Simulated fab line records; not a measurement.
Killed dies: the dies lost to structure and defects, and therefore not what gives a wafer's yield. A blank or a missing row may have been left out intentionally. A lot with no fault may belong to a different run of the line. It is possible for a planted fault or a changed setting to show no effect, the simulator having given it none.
Chamber matching	flow sky130	4 sister chambers for SKY_CONTACT_ETCH_16 on rie-diel-04
The step etches BARC in N2/H2, stops on SiO2, time 45.9 s, target depth 60 nm. 4 wafers are shown with their chamber, then 7 later ones without.

== EACH WAFER AND ITS CHAMBER ==
wafer	chamber	drypump-motor-current-A (A)
L975.3	2	5.46
L975.6	0	5.39
L981.4	3	5.47
L981.5	1	5.84

== WAFERS MISSING THEIR CHAMBER ==
wafer	drypump-motor-current-A (A)
L981.6	5.47
L988.1	5.45
L988.5	5.48
L988.6	5.48
L990.1	5.50
L990.2	5.47
L990.4	5.85

== WHICH CHAMBER EACH ONE RAN IN ==
wafer	from the rows above	in truth
L981.6	can't be placed: 3 or 2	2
L988.1	can't be placed: 2 or 3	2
L988.5	can't be placed: 3 or 2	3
L988.6	can't be placed: 3 or 2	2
L990.1	can't be placed: 3 or 2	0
L990.2	can't be placed: 3 or 2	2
L990.4	1	1
Correctly placed: 1 of 7. Unplaceable from these rows: 6, with the true chamber sitting among the candidates in 5. Placed wrongly: 0.
How it was worked out, from the rows above alone: a wafer's distance from a chamber is the root of the sum, over the readings, of the square of ((its reading less the chamber's mean) divided by the reading's scatter). The wafer belongs to the nearest chamber; if the next one is less than 2 further off, it can't be placed. Each chamber's mean is taken over the wafers shown for it. The scatter: root of mean squared gap, hidden wafer to nearest shown wafer, with one shown wafer a chamber.
